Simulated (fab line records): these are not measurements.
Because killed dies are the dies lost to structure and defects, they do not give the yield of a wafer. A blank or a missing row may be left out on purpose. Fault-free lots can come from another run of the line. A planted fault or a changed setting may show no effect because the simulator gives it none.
fab line records	flow sky130
[record] lots = 13	wafers = 39	last-day = 49
route steps=708 shown LI_CONTACT@380 METAL2@500 VIA2@529 PAD_OPEN@708
lots untouched by any fault: they come from a run of this same line in which no faults occurred
start-h: the number of hours between the record's first day and the start of the first shown wafer of the lot	wait-h: hours from the lot's prior step to this one	" identical to the entry in the row above	L1.1+2: a single row standing in for several wafers	- value missing, or start not given	* or withheld: withheld	< > ~ a bound
route shown NAME@n: names a module that has steps shown in the file, with the first one's number in the route	usual: the fault-free wafers' mean and standard deviation	same: alike in all rows	chamber/n: place in a boat	sites: per-site readings	_std_site: standard deviation of those values	_edge_site: outer sites' mean less inner sites'	radius-mm: for every site, how far away it sits from the centre of the wafer	mask NAME#n: copy n	behind: the tool/chamber that last shaped the wafer	hold: why the lot was held/for how many hours/how that ended	device: the transistor (n, p or np) that didn't switch	end of line: at the end of the route, the tests of the same wafers	a step given without rows: its recipe and nothing more	killed: dies that structure and defects cost at the first sort, which is not the same as the wafer's yield	map: shows each die of a wafer: x if killed, . if not, _ if none is there
set.NAME: setting as actually run; set.NAME@STEP: the setting as run at that earlier step	model.NAME: the simulator's own value behind a step, which no gauge read
steps of the route over a sample of lots; a table a step, a row a wafer
services: from which hour (start-h, from the record's first day; less than 0 if before it) a tool's chamber was out of use, for how many hours, and why
[[steps]]
[step SKY_LI_CONTACT_PRE_CLEAN_18]
[recipe] gas = Ar	time-s = 5.6	bias-v = 358
lot.wafer	tool	chamber	start-h	wait-h
L636.1+2+3	pvd-sputter-02	-	677.55	0.0
L637.1+2+6	pvd-sputter-04	-	684.22	0.0
L640.1+3+6	pvd-sputter-04	-	718.87	0.0
L641.3+4+6	pvd-sputter-03	-	726.33	0.0
L642.3+5+6	pvd-sputter-03	-	727.58	0.0
L643.2+3+5	pvd-sputter-03	-	732.28	0.0
L644.4+5+6	pvd-sputter-04	-	738.53	0.0
L645.2+3+5	pvd-sputter-03	-	749.48	0.0
L646.2+3+5	pvd-sputter-04	-	751.25	0.0
L647.1+4+6	pvd-sputter-02	-	772.13	0.0
L648.2+3+4	pvd-sputter-02	-	780.13	0.0
L650.1+4+6	pvd-sputter-04	-	787.33	0.0
L653.3+5+6	pvd-sputter-04	-	806.23	0.0
[step SKY_METAL2_DESCUM_17]
[recipe] chemistry = O2	source-power-w = 150	bias-power-w = 0	pressure-mtorr = 10	temp-c = 40	time-s = 8
[usual] drypump-motor-current-A = 5.5/0.31	oes-product-au = 1.003/0.012
lot.wafer	tool	chamber	start-h	wait-h	drypump-motor-current-A	oes-product-au	rf-hours-counter-h
L636.1	rie-metal-01	0	820.88	0.0	6.2	1.017	7
L636.2	"	1	"	"	5.0	0.988	8
L636.3	"	0	"	"	6.1	1.009	-
L637.1	rie-metal-04	0	826.93	0.0	5.5	1.003	17
L637.2	"	1	"	"	5.5	1.005	16
L637.6	"	0	"	"	5.5	1.002	-
L640.1	rie-metal-04	1	860.43	0.0	5.4	1.015	17
L640.3	"	1	"	"	5.5	1.026	-
L640.6	"	1	"	"	5.5	1.017	-
L641.3	rie-metal-02	0	866.59	0.0	5.7	1.030	-
L641.4	"	1	"	"	5.3	0.984	-
L641.6	"	0	"	"	5.7	1.014	-
L642.3	rie-metal-01	0	868.81	0.0	6.2	0.997	-
L642.5	"	0	"	"	6.2	1.005	-
L642.6	"	1	"	"	5.0	1.002	-
L643.2	rie-metal-04	1	873.01	0.0	5.5	1.008	-
L643.3	"	1	"	"	5.5	1.009	-
L643.5	"	1	"	"	5.5	1.011	-
L644.4	rie-metal-01	1	879.99	0.0	5.0	1.013	-
L644.5	"	0	"	"	6.2	1.002	-
L644.6	"	1	"	"	5.1	0.998	-
L645.2	rie-metal-02	1	888.68	0.0	5.3	0.982	4
L645.3	"	0	"	"	5.7	1.007	-
L645.5	"	1	"	"	5.3	0.983	-
L646.2	rie-metal-04	0	890.00	0.0	5.5	0.997	1
L646.3	"	0	"	"	5.5	0.989	-
L646.5	"	1	"	"	5.4	1.007	-
L647.1	rie-metal-04	0	909.33	0.0	5.5	0.987	2
L647.4	"	0	"	"	5.5	1.006	-
L647.6	"	0	"	"	5.5	1.001	-
L648.2	rie-metal-04	1	918.35	0.0	5.5	1.017	0
L648.3	"	1	"	"	5.5	1.007	-
L648.4	"	0	"	"	5.5	0.987	-
L650.1	rie-metal-01	0	924.98	0.0	6.2	0.996	12
L650.4	"	0	"	"	6.2	0.994	-
L650.6	"	1	"	"	5.1	0.995	-
L653.3	rie-metal-04	0	940.59	0.0	5.5	0.992	-
L653.5	"	0	"	"	5.5	0.999	-
L653.6	"	1	"	"	5.5	1.022	-
[step SKY_VIA2_RS_MEAS_22]
[recipe] thk-meas-gauge = four-point-probe	reads = W_of_VIA2_CVD_21+TiN_of_VIA2_SPUTTER_20
[usual] VIA2_W_RS = 0.270/0.0049
lot.wafer	tool	chamber	start-h	wait-h	VIA2_W_RS[ohm/sq]
L636.1	film-metro-02	-	849.79	0.1	0.269
L636.2	"	-	"	"	0.266
L636.3	"	-	"	"	0.267
L637.1	film-metro-02	-	855.64	0.1	0.269
L637.2	"	-	"	"	0.265
L637.6	"	-	"	"	0.268
L640.1	film-metro-01	-	888.44	0.1	0.263
L640.3	"	-	"	"	0.266
L640.6	"	-	"	"	0.262
L641.3	film-metro-01	-	894.27	0.1	0.269
L641.4	"	-	"	"	0.278
L641.6	"	-	"	"	0.273
L642.3	film-metro-01	-	897.39	0.1	0.270
L642.5	"	-	"	"	0.270
L642.6	"	-	"	"	0.266
L643.2	film-metro-03	-	901.04	0.1	0.273
L643.3	"	-	"	"	0.274
L643.5	"	-	"	"	0.268
L644.4	film-metro-03	-	908.28	0.1	0.265
L644.5	"	-	"	"	0.265
L644.6	"	-	"	"	0.268
L645.2	film-metro-03	-	916.65	0.1	0.268
L645.3	"	-	"	"	0.272
L645.5	"	-	"	"	0.269
L646.2	film-metro-01	-	918.21	0.1	0.282
L646.3	"	-	"	"	0.270
L646.5	"	-	"	"	0.267
L647.1	film-metro-02	-	936.10	0.1	0.270
L647.4	"	-	"	"	0.269
L647.6	"	-	"	"	0.273
L648.2	film-metro-01	-	945.30	0.1	0.269
L648.3	"	-	"	"	0.268
L648.4	"	-	"	"	0.275
L650.1	film-metro-01	-	951.18	0.1	0.271
L650.4	"	-	"	"	0.272
L650.6	"	-	"	"	0.273
L653.3	film-metro-02	-	966.74	0.2	0.280
L653.5	"	-	"	"	0.281
L653.6	"	-	"	"	0.278
[step SKY_VIA2_CMP_24]
[recipe] stop-on = SiO2	t-overpolish-s = 20	down-force-psi = 3.5	platen-rpm = 60	target-thk-nm = 0	pad-velocity-m-s = 0.94248
[usual] edge-zone-pressure-frac = 1.000/0.0051	motor-current-A = 11.3/0.84	overpolish-run-s = 19.999/0.0091	time-to-endpoint-s = 102/4.4
lot.wafer	tool	chamber	start-h	wait-h	edge-zone-pressure-frac	motor-current-A	overpolish-run-s	time-to-endpoint-s
L636.2	cmp-01	2	849.97	0.0	1.007	11.8	20.016	107
L636.3	"	3	"	"	1.001	11.9	19.986	101
L636.1	"	0	"	"	0.989	11.3	19.990	106
L637.1	cmp-01	2	855.82	0.1	0.999	11.7	19.997	106
L637.2	"	0	"	"	1.001	11.4	20.010	105
L637.6	"	2	"	"	0.996	12.5	19.985	107
L640.3	cmp-02	2	888.67	0.1	1.001	12.3	20.006	100
L640.1	"	3	"	"	1.006	11.1	19.999	101
L640.6	"	2	"	"	1.007	12.4	20.003	101
L641.4	cmp-01	2	894.46	0.1	0.998	12.0	19.972	103
L641.3	"	3	"	"	1.005	11.4	20.011	107
L641.6	"	2	"	"	1.007	11.7	20.000	105
L642.3	cmp-01	1	897.58	0.1	1.002	12.4	19.998	96
L642.6	"	0	"	"	0.993	11.1	19.997	109
L642.5	"	1	"	"	0.997	11.6	19.994	98
L643.2	cmp-01	1	901.20	0.0	1.005	11.3	20.001	91
L643.3	"	0	"	"	1.004	11.0	19.993	101
L643.5	"	1	"	"	0.997	12.3	20.000	96
L644.4	cmp-02	1	908.55	0.2	1.002	9.5	19.995	106
L644.6	"	2	"	"	1.006	12.6	19.995	99
L644.5	"	3	"	"	1.006	11.2	19.997	102
L645.3	cmp-02	2	916.91	0.1	1.007	12.6	20.002	98
L645.2	"	3	"	"	1.006	11.0	19.992	99
L645.5	"	0	"	"	1.003	11.2	19.995	95
L646.2	cmp-02	2	918.42	0.1	0.999	12.3	19.996	95
L646.3	"	0	"	"	0.993	11.0	20.000	94
L646.5	"	2	"	"	1.006	12.1	20.007	100
L647.1	cmp-01	0	936.38	0.1	0.984	10.9	20.021	112
L647.4	"	1	"	"	0.992	12.0	19.983	97
L647.6	"	2	"	"	0.999	11.2	20.001	111
L648.3	cmp-01	3	945.51	0.1	1.006	12.2	20.017	106
L648.2	"	0	"	"	1.006	10.6	20.005	108
L648.4	"	1	"	"	0.998	11.8	19.998	97
L650.4	cmp-02	2	951.36	0.0	1.000	11.8	19.986	99
L650.1	"	3	"	"	1.007	10.6	20.002	98
L650.6	"	2	"	"	0.996	12.0	20.016	100
L653.3	cmp-01	0	967.04	0.2	0.990	10.7	19.996	105
L653.6	"	2	"	"	1.005	11.7	19.992	105
L653.5	"	3	"	"	0.989	11.5	20.000	105
[step SKY_PAD_OPEN_PROBE_99]
[usual] killed_at_M0_to_M3 = 42/6.1	killed_at_M4_up = 3.1/1.7	killed-at-contacts = 24/5.5	killed-at-front-end = 16/4.1	killed-at-other = 0.3/0.57	killed-dies = 86/8.2	killed-open = 47/6.8	killed-short = 38/5.8
[same] gross-dies = 492	killed-at-back-side = 0
lot.wafer	tool	chamber	start-h	wait-h	killed_at_M0_to_M3	killed_at_M4_up	killed-at-contacts	killed-at-front-end	killed-at-other	killed-dies	killed-open	killed-short
L636.1	prober-02	-	1076.14	0.1	45	2	25	21	2	95	46	47
L636.2	prober-02	-	1076.19	0.1	43	2	16	16	0	77	44	33
L636.3	prober-02	-	1076.24	0.2	44	3	14	17	1	79	45	34
L637.1	prober-01	-	1080.15	0.1	47	4	17	13	0	81	42	39
L637.2	prober-01	-	1080.20	0.1	40	1	25	16	2	84	44	38
L637.6	prober-01	-	1080.40	0.2	38	0	21	7	0	66	32	34
L640.1	prober-02	-	1106.28	0.1	48	1	37	14	1	101	60	39
L640.3	prober-02	-	1106.38	0.2	49	1	32	15	0	97	51	45
L640.6	prober-02	-	1106.53	0.2	43	4	20	11	0	78	35	41
L641.3	prober-01	-	1112.11	0.2	44	1	25	14	1	85	47	38
L641.4	prober-01	-	1112.16	0.2	40	1	25	20	0	86	51	35
L641.6	prober-01	-	1112.26	0.2	39	6	26	14	0	85	42	43
L642.3	prober-02	-	1113.61	0.2	42	4	21	15	0	82	44	37
L642.5	prober-02	-	1113.71	0.2	46	5	20	21	0	92	47	45
L642.6	prober-02	-	1113.76	0.2	41	6	43	16	0	106	59	46
L643.2	prober-01	-	1117.44	0.1	42	3	27	18	0	90	56	33
L643.3	prober-01	-	1117.49	0.2	39	3	26	13	0	81	43	37
L643.5	prober-01	-	1117.59	0.2	34	4	17	13	0	68	38	29
L644.4	prober-02	-	1121.81	0.2	42	3	24	6	1	76	47	29
L644.5	prober-02	-	1121.86	0.2	41	3	34	10	0	88	57	30
L644.6	prober-02	-	1121.91	0.2	38	3	21	25	1	88	50	38
L645.2	prober-01	-	1128.04	0.1	43	2	20	13	0	78	46	32
L645.3	prober-01	-	1128.09	0.2	47	3	18	15	0	83	51	32
L645.5	prober-01	-	1128.19	0.2	34	7	27	12	0	80	43	37
L646.2	prober-02	-	1129.74	0.1	43	3	20	19	0	85	53	32
L646.3	prober-02	-	1129.79	0.2	45	2	27	13	1	88	46	42
L646.5	prober-02	-	1129.89	0.2	41	3	28	13	0	85	48	37
L647.1	prober-01	-	1145.21	0.1	39	1	23	19	0	82	40	42
L647.4	prober-01	-	1145.36	0.2	36	3	24	22	1	86	45	40
L647.6	prober-01	-	1145.46	0.2	32	2	16	21	1	72	31	40
L648.2	prober-02	-	1150.91	0.1	48	2	15	29	0	94	53	39
L648.3	prober-02	-	1150.96	0.2	30	3	33	15	0	81	44	36
L648.4	prober-02	-	1151.01	0.2	44	1	24	17	1	87	48	39
L650.1	prober-02	-	1156.23	0.1	43	3	17	18	0	81	46	35
L650.4	prober-02	-	1156.38	0.2	53	2	15	16	0	86	50	36
L650.6	prober-02	-	1156.48	0.2	51	3	17	16	0	87	41	46
L653.3	prober-01	-	1168.29	0.2	33	7	24	19	0	83	45	38
L653.5	prober-01	-	1168.39	0.2	37	1	79	21	1	139	42	39
L653.6	prober-01	-	1168.44	0.2	57	4	24	17	0	102	59	42
// killed by level:class
L636.1 VIA2:geometric-particle:open=9 VIA3:geometric-particle:open=8 METAL1:geometric-particle:short=7 POLY_GATE:geometric-particle:short=7 CONTACT:geometric-particle:open=7 METAL2:geometric-particle:short=7 LI_CONTACT:geometric-particle:short=6 LI_CONTACT:geometric-particle:open=6
L636.2 VIA1:geometric-particle:open=8 VIA2:geometric-particle:open=8 METAL2:geometric-particle:short=7 CONTACT:geometric-particle:open=6 VIA3:geometric-particle:open=6 VIA1:geometric-particle:short=5 FIELD_ISO:geometric-particle:open=4 FIELD_ISO:geometric-particle:short=3
L636.3 VIA3:geometric-particle:open=9 VIA1:geometric-particle:open=6 METAL2:geometric-particle:short=6 VIA2:geometric-particle:open=6 FIELD_ISO:geometric-particle:open=5 LI_CONTACT:geometric-particle:open=5 VIA1:geometric-particle:short=4 POLY_GATE:geometric-particle:open=4
L637.1 VIA1:geometric-particle:open=8 VIA2:geometric-particle:open=7 VIA1:geometric-particle:short=7 VIA3:geometric-particle:open=6 METAL1:geometric-particle:short=6 FIELD_ISO:geometric-particle:open=5 POLY_GATE:geometric-particle:short=5 VIA3:geometric-particle:short=5
L637.2 LI_CONTACT:geometric-particle:open=9 VIA1:geometric-particle:open=9 LOCAL_INTERCONNECT:geometric-particle:short=7 VIA3:geometric-particle:open=7 VIA1:geometric-particle:short=5 VIA2:geometric-particle:open=5 FIELD_ISO:geometric-particle:open=4 FIELD_ISO:geometric-particle:short=4
L637.6 CONTACT:geometric-particle:open=7 CONTACT:geometric-particle:short=7 VIA1:geometric-particle:short=6 VIA2:geometric-particle:open=6 VIA3:geometric-particle:open=6 METAL2:geometric-particle:short=5 VIA1:geometric-particle:open=5 LOCAL_INTERCONNECT:geometric-particle:short=4
L640.1 CONTACT:geometric-particle:open=14 VIA1:geometric-particle:open=10 VIA3:geometric-particle:open=10 LI_CONTACT:geometric-particle:open=9 VIA1:geometric-particle:short=9 LI_CONTACT:geometric-particle:short=7 METAL3:geometric-particle:short=6 LOCAL_INTERCONNECT:geometric-particle:short=5
L640.3 VIA1:geometric-particle:open=11 CONTACT:geometric-particle:open=10 LI_CONTACT:geometric-particle:open=10 VIA3:geometric-particle:short=8 METAL1:geometric-particle:short=7 VIA2:geometric-particle:open=7 CONTACT:geometric-particle:short=5 LOCAL_INTERCONNECT:geometric-particle:short=5
L640.6 VIA3:geometric-particle:open=9 CONTACT:geometric-particle:open=7 FIELD_ISO:geometric-particle:short=5 METAL3:geometric-particle:short=5 METAL2:geometric-particle:short=5 VIA3:geometric-particle:short=5 CONTACT:geometric-particle:short=4 VIA1:geometric-particle:short=4
L641.3 VIA1:geometric-particle:open=10 CONTACT:geometric-particle:open=9 VIA3:geometric-particle:open=8 LI_CONTACT:geometric-particle:open=6 POLY_GATE:geometric-particle:open=5 CONTACT:geometric-particle:short=5 POLY_GATE:geometric-particle:short=4 METAL1:geometric-particle:short=4
L641.4 VIA1:geometric-particle:short=10 VIA2:geometric-particle:open=10 CONTACT:geometric-particle:open=9 LI_CONTACT:geometric-particle:open=8 POLY_GATE:geometric-particle:open=6 POLY_GATE:geometric-particle:short=6 VIA1:geometric-particle:open=6 VIA3:geometric-particle:open=5
L641.6 VIA3:geometric-particle:open=9 CONTACT:geometric-particle:short=8 LI_CONTACT:geometric-particle:open=7 VIA1:geometric-particle:open=7 LOCAL_INTERCONNECT:geometric-particle:short=5 METAL1:geometric-particle:short=5 VIA1:geometric-particle:short=5 CONTACT:geometric-particle:open=4
L642.3 VIA1:geometric-particle:open=9 VIA3:geometric-particle:open=9 METAL1:geometric-particle:short=8 CONTACT:geometric-particle:open=7 METAL2:geometric-particle:short=5 LOCAL_INTERCONNECT:geometric-particle:short=5 POLY_GATE:geometric-particle:open=4 CONTACT:geometric-particle:short=4
L642.5 CONTACT:geometric-particle:open=10 VIA1:geometric-particle:short=9 POLY_GATE:geometric-particle:open=8 LI_CONTACT:geometric-particle:open=7 VIA1:geometric-particle:open=7 VIA3:geometric-particle:open=7 METAL1:geometric-particle:short=6 FIELD_ISO:geometric-particle:short=5
L642.6 CONTACT:geometric-particle:open=14 VIA1:geometric-particle:open=13 LI_CONTACT:geometric-particle:open=12 VIA2:geometric-particle:open=7 LOCAL_INTERCONNECT:geometric-particle:short=7 FIELD_ISO:geometric-particle:short=6 LI_CONTACT:geometric-particle:short=6 METAL4:geometric-particle:short=6
L643.2 VIA2:geometric-particle:open=13 CONTACT:geometric-particle:open=11 LI_CONTACT:geometric-particle:open=8 VIA3:geometric-particle:open=6 FIELD_ISO:geometric-particle:open=5 POLY_GATE:geometric-particle:open=5 POLY_GATE:geometric-particle:short=5 VIA1:geometric-particle:open=5
L643.3 CONTACT:geometric-particle:open=9 LI_CONTACT:geometric-particle:open=8 VIA1:geometric-particle:open=8 VIA2:geometric-particle:open=8 METAL2:geometric-particle:short=7 FIELD_ISO:geometric-particle:short=5 LOCAL_INTERCONNECT:geometric-particle:short=4 CONTACT:geometric-particle:short=4
L643.5 VIA3:geometric-particle:open=8 METAL1:geometric-particle:short=7 CONTACT:geometric-particle:open=7 LI_CONTACT:geometric-particle:open=6 METAL2:geometric-particle:short=5 POLY_GATE:geometric-particle:short=4 VIA1:geometric-particle:open=4 CONTACT:geometric-particle:short=3
L644.4 VIA1:geometric-particle:open=14 CONTACT:geometric-particle:open=8 VIA2:geometric-particle:open=7 LOCAL_INTERCONNECT:geometric-particle:short=6 CONTACT:geometric-particle:short=5 LI_CONTACT:geometric-particle:open=5 METAL2:geometric-particle:short=5 METAL1:geometric-particle:short=3
L644.5 CONTACT:geometric-particle:open=17 VIA1:geometric-particle:open=13 LI_CONTACT:geometric-particle:open=10 VIA1:geometric-particle:short=7 VIA3:geometric-particle:open=6 METAL1:geometric-particle:short=6 FIELD_ISO:geometric-particle:open=3 LI_CONTACT:geometric-particle:short=3
L644.6 POLY_GATE:geometric-particle:open=9 CONTACT:geometric-particle:open=9 VIA1:geometric-particle:open=8 FIELD_ISO:geometric-particle:open=6 VIA3:geometric-particle:short=6 LI_CONTACT:geometric-particle:open=6 VIA3:geometric-particle:open=5 VIA1:geometric-particle:short=5
L645.2 VIA1:geometric-particle:open=8 CONTACT:geometric-particle:open=8 VIA2:geometric-particle:open=7 CONTACT:geometric-particle:short=6 VIA3:geometric-particle:open=6 POLY_GATE:geometric-particle:short=5 METAL1:geometric-particle:short=5 METAL1:geometric-particle:open=5
L645.3 VIA3:geometric-particle:open=11 LI_CONTACT:geometric-particle:open=8 VIA1:geometric-particle:open=8 VIA2:geometric-particle:open=8 CONTACT:geometric-particle:open=6 METAL2:geometric-particle:short=6 FIELD_ISO:geometric-particle:short=5 POLY_GATE:geometric-particle:short=3
L645.5 CONTACT:geometric-particle:open=12 VIA1:geometric-particle:open=12 LI_CONTACT:geometric-particle:open=7 FIELD_ISO:geometric-particle:short=6 METAL1:geometric-particle:short=6 METAL4:geometric-particle:short=5 POLY_GATE:geometric-particle:short=4 LI_CONTACT:geometric-particle:short=4
L646.2 VIA1:geometric-particle:open=14 LI_CONTACT:geometric-particle:open=10 VIA3:geometric-particle:open=8 VIA2:geometric-particle:short=7 POLY_GATE:geometric-particle:open=6 VIA2:geometric-particle:open=5 FIELD_ISO:geometric-particle:short=4 POLY_GATE:geometric-particle:short=3
L646.3 CONTACT:geometric-particle:open=11 VIA3:geometric-particle:open=9 VIA1:geometric-particle:open=8 VIA2:geometric-particle:open=8 METAL2:geometric-particle:short=7 POLY_GATE:geometric-particle:short=6 LOCAL_INTERCONNECT:geometric-particle:short=5 POLY_GATE:geometric-particle:open=4
L646.5 LI_CONTACT:geometric-particle:open=10 VIA1:geometric-particle:open=9 CONTACT:geometric-particle:open=7 METAL1:geometric-particle:short=6 METAL2:geometric-particle:short=5 POLY_GATE:geometric-particle:open=4 CONTACT:geometric-particle:short=4 VIA2:geometric-particle:open=4
L647.1 VIA1:geometric-particle:open=10 METAL2:geometric-particle:short=8 FIELD_ISO:geometric-particle:short=7 CONTACT:geometric-particle:short=7 FIELD_ISO:geometric-particle:open=5 LI_CONTACT:geometric-particle:open=5 CONTACT:geometric-particle:open=5 VIA2:geometric-particle:open=5
L647.4 VIA2:geometric-particle:open=8 LI_CONTACT:geometric-particle:open=8 VIA1:geometric-particle:open=8 FIELD_ISO:geometric-particle:short=7 CONTACT:geometric-particle:open=7 FIELD_ISO:geometric-particle:open=6 CONTACT:geometric-particle:short=6 METAL1:geometric-particle:short=5
L647.6 CONTACT:geometric-particle:open=7 FIELD_ISO:geometric-particle:short=6 METAL1:geometric-particle:short=6 FIELD_ISO:geometric-particle:open=5 VIA1:geometric-particle:short=5 VIA2:geometric-particle:open=4 METAL2:geometric-particle:short=4 SONOS_ONO:geometric-particle:short=3
L648.2 VIA2:geometric-particle:open=10 FIELD_ISO:geometric-particle:open=7 VIA3:geometric-particle:open=7 VIA1:geometric-particle:short=7 METAL2:geometric-particle:short=7 FIELD_ISO:geometric-particle:short=6 POLY_GATE:geometric-particle:open=5 CONTACT:geometric-particle:open=4
L648.3 CONTACT:geometric-particle:short=11 CONTACT:geometric-particle:open=11 VIA3:geometric-particle:open=9 FIELD_ISO:geometric-particle:open=6 LI_CONTACT:geometric-particle:open=6 VIA1:geometric-particle:open=6 METAL2:geometric-particle:short=5 VIA1:geometric-particle:short=4
L648.4 VIA1:geometric-particle:open=15 CONTACT:geometric-particle:open=11 VIA3:geometric-particle:open=7 FIELD_ISO:geometric-particle:short=5 POLY_GATE:geometric-particle:open=4 POLY_GATE:geometric-particle:short=4 LI_CONTACT:geometric-particle:open=4 LOCAL_INTERCONNECT:geometric-particle:short=4
L650.1 VIA1:geometric-particle:open=9 FIELD_ISO:geometric-particle:open=8 LI_CONTACT:geometric-particle:open=6 VIA1:geometric-particle:short=5 METAL2:geometric-particle:short=5 CONTACT:geometric-particle:open=4 METAL3:geometric-particle:short=4 POLY_GATE:geometric-particle:open=3
L650.4 VIA1:geometric-particle:open=13 VIA2:geometric-particle:open=12 LI_CONTACT:geometric-particle:open=6 VIA1:geometric-particle:short=6 VIA3:geometric-particle:open=6 METAL2:geometric-particle:short=5 VIA2:geometric-particle:short=5 FIELD_ISO:geometric-particle:short=4
L650.6 VIA1:geometric-particle:short=14 VIA1:geometric-particle:open=10 VIA2:geometric-particle:open=8 METAL1:geometric-particle:short=8 LI_CONTACT:geometric-particle:open=6 FIELD_ISO:geometric-particle:short=5 VIA3:geometric-particle:open=5 FIELD_ISO:geometric-particle:open=4
L653.3 METAL2:geometric-particle:short=11 CONTACT:geometric-particle:open=11 LI_CONTACT:geometric-particle:open=8 METAL4:geometric-particle:short=7 VIA2:geometric-particle:open=6 VIA1:geometric-particle:open=5 POLY_CUT:geometric-particle:open=4 LOCAL_INTERCONNECT:geometric-particle:short=4
L653.5 LI_CONTACT:unspecified=57 VIA1:geometric-particle:open=10 CONTACT:geometric-particle:open=7 CONTACT:geometric-particle:short=7 POLY_GATE:geometric-particle:short=5 METAL1:geometric-particle:short=5 VIA2:geometric-particle:open=5 VIA3:geometric-particle:open=5
L653.6 VIA1:geometric-particle:open=14 CONTACT:geometric-particle:open=12 VIA3:geometric-particle:open=9 METAL1:geometric-particle:short=8 LI_CONTACT:geometric-particle:open=6 VIA1:geometric-particle:short=6 POLY_GATE:geometric-particle:short=5 METAL2:geometric-particle:short=5
[[services]]
tool	chamber	start-h	hours	kind
pvd-sputter-02	-	659.33	1.4	repair
cmp-01	-	682.50	0.6	repair
cmp-01	-	704.61	3.4	pm
cmp-02	-	736.67	6.9	pm
cmp-02	-	744.06	4.0	pm
cmp-02	-	749.93	3.9	repair
pvd-sputter-04	-	753.22	3.7	repair
pvd-sputter-03	-	771.79	1.0	repair
pvd-sputter-02	-	781.91	27.5	repair
cmp-01	-	822.69	1.9	repair
pvd-sputter-02	-	844.04	1.2	repair
pvd-sputter-02	-	845.29	1.3	repair
pvd-sputter-02	-	845.80	3.6	repair
rie-metal-01	-	854.96	2.8	pm
cmp-01	-	873.27	15.6	repair
pvd-sputter-02	-	887.66	3.5	repair
cmp-02	-	888.95	2.2	repair
cmp-01	-	911.38	0.5	repair
pvd-sputter-03	-	912.59	0.9	repair
cmp-01	-	913.04	4.0	pm
pvd-sputter-03	-	920.81	3.0	repair
pvd-sputter-04	-	921.56	5.2	repair
cmp-02	-	934.23	0.5	repair
cmp-02	-	966.79	6.7	pm
[[key]]
[first-sign] step = SKY_PAD_OPEN_PROBE_99	reading = killed-at-contacts	direction = up	sigmas = 9.9	usual = 24	struck = 79
[effect] step = SKY_PAD_OPEN_PROBE_99	reading = killed-dies	direction = up	sigmas = 6.5	usual = 86	struck = 139
met-at SKY_LI_CONTACT_PRE_CLEAN_18
struck-lots L653
struck-wafers L653.5
tester-left-out L653
not-acting-at SKY_METAL2_DESCUM_17,SKY_VIA2_RS_MEAS_22,SKY_VIA2_CMP_24
onset-between 787.33 806.23
[fault] kind = chamber-particle-source	tool = pvd-sputter-04	chamber = -	onset-h = 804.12	steps = SKY_LI_CONTACT_PRE_CLEAN_18	rate-per-visit-cm2 = 1.1123	end-h = 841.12	scope = struck-wafers-only
// tester-left-out: of these lots the tester's yield and bins aren't shown, on N5 and GAA mostly nor the transistor test; their killed dies are dies lost to structure and defects alone, not to doping, threshold or leakage, so they don't give the yield
